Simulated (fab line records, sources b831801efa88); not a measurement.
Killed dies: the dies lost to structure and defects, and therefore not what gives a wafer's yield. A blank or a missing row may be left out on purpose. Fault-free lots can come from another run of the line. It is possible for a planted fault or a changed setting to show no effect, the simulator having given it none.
Commonality check across tools ; flow gf180mcu ; 12 lots and 36 wafers in the sample

WHAT PROMPTED THE OPENING
GF_NWELL_TW_MEAS_11, reading NWELL_TW: flagged on 2 of 12 lots. Wafers without a fault read 1572, standard deviation 15.
Rule: a lot is flagged when every wafer of it that has a number lies more than 4 standard deviations from that mean, or none has a number. The other lots count as sound.

lot;measured;on;NWELL_TW, wafer by wafer;flag
L593;day 3 09:01;filmMetro-01;1569 1559 1571;
L594;day 3 14:52;filmMetro-03;1577 1569 1568;
L599;day 4 18:07;filmMetro-03;1573 1573 1572;
L600;day 4 21:34;filmMetro-01;1580 1589 1575;
L602;day 5 10:31;filmMetro-03;1564 1550 1557;
L603;day 5 14:10;filmMetro-03;1916 1914 1922;FLAGGED
L605;day 6 02:52;filmMetro-01;1589 1593 1594;
L607;day 6 12:10;filmMetro-03;1901 1905 1903;FLAGGED
L612;day 7 19:14;filmMetro-01;1588 1592 1587;
L614;day 8 02:32;filmMetro-01;1601 1591 1596;
L615;day 8 08:12;filmMetro-01;1592 1597 1593;
L616;day 8 14:02;filmMetro-03;1555 1553 1555;
Average over the flagged lots: 1910; offset from the usual +338, equal to +23 standard deviations.

WHICH TOOL RAN EACH LOT
The record holds 2 process steps before the reading, out of a route of 602 steps. Each cell gives the tool, then ch followed by the chambers the sampled wafers passed through, then the start.
lot;flag;GF_DNWELL_COAT_02;GF_DNWELL_STRIP_08
L593;;lithoTrack-03 ch 0, day 2 14:01;plasmaAsher-04 ch 0,1, day 2 20:22
L594;;lithoTrack-01 ch 0, day 2 19:04;plasmaAsher-02 ch 0,1, day 3 01:37
L599;;lithoTrack-04 ch 0, day 3 20:41;plasmaAsher-04 ch 0, day 4 03:32
L600;;lithoTrack-01 ch 0, day 4 00:17;plasmaAsher-01 ch 0,1, day 4 06:37
L602;;lithoTrack-01 ch 0, day 4 12:31;plasmaAsher-04 ch 0,1, day 4 19:25
L603;FLAGGED;lithoTrack-01 ch 0, day 4 16:35;plasmaAsher-02 ch 0,1, day 4 23:31
L605;;lithoTrack-03 ch 0, day 5 04:04;plasmaAsher-04 ch 0,1, day 5 11:17
L607;FLAGGED;lithoTrack-01 ch 0, day 5 12:56;plasmaAsher-04 ch 0,1, day 5 20:46
L612;;lithoTrack-03 ch 0, day 6 18:19;plasmaAsher-04 ch 0,1, day 7 02:48
L614;;lithoTrack-03 ch 0, day 7 01:22;plasmaAsher-01 ch 0,1, day 7 09:46
L615;;lithoTrack-03 ch 0, day 7 07:52;plasmaAsher-04 ch 0,1, day 7 15:58
L616;;lithoTrack-03 ch 0, day 7 12:28;plasmaAsher-04 ch 0,1, day 7 20:51
What the steps here do:
- GF_DNWELL_COAT_02: resist thk 3000 nm.
- GF_DNWELL_STRIP_08: strips in O2/N2.
- GF_NWELL_TW_MEAS_11

FLAGGED AGAINST TOTAL, ONE TOOL AT A TIME (gauges that did the reading follow at the end)
step;tool;lots run;flagged;share of the flagged lots;sound lots run after its first flagged lot
GF_DNWELL_COAT_02;lithoTrack-01;5;2;all;0
GF_DNWELL_COAT_02;lithoTrack-03;6;0;none;-
GF_DNWELL_COAT_02;lithoTrack-04;1;0;none;-
GF_DNWELL_STRIP_08;plasmaAsher-01;2;0;none;-
GF_DNWELL_STRIP_08;plasmaAsher-02;2;1;some;0
GF_DNWELL_STRIP_08;plasmaAsher-04;8;1;some;3 (L612,L615,L616)
GF_NWELL_TW_MEAS_11;filmMetro-01;6;0;none;-
GF_NWELL_TW_MEAS_11;filmMetro-03;6;2;all;1 (L616)

THE TABLE: WHAT IT ALLOWS
Table rows that saw every flagged lot: 2, namely lithoTrack-01 at GF_DNWELL_COAT_02 and filmMetro-03 at GF_NWELL_TW_MEAS_11.
- lithoTrack-01 at GF_DNWELL_COAT_02 ran 5 lots, 2 of them flagged. It ran its last sound lot, L602, at day 4 12:31 and its first flagged lot, L603, at day 4 16:35: a fault with its onset between the two fits.
- filmMetro-03 at GF_NWELL_TW_MEAS_11 ran 6 lots, 2 of them flagged. After the first flagged lot (L616), sound lots still ran on it; a lasting fault on the whole tool would not permit that.
What remains is a single tool, lithoTrack-01 at GF_DNWELL_COAT_02.

WHAT THE SIMULATOR PUT IN
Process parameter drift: lithoTrack-01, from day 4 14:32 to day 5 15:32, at GF_DNWELL_COAT_02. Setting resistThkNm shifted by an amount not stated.
Struck lots among those shown: L603, L607. This agrees with what the rule above found.
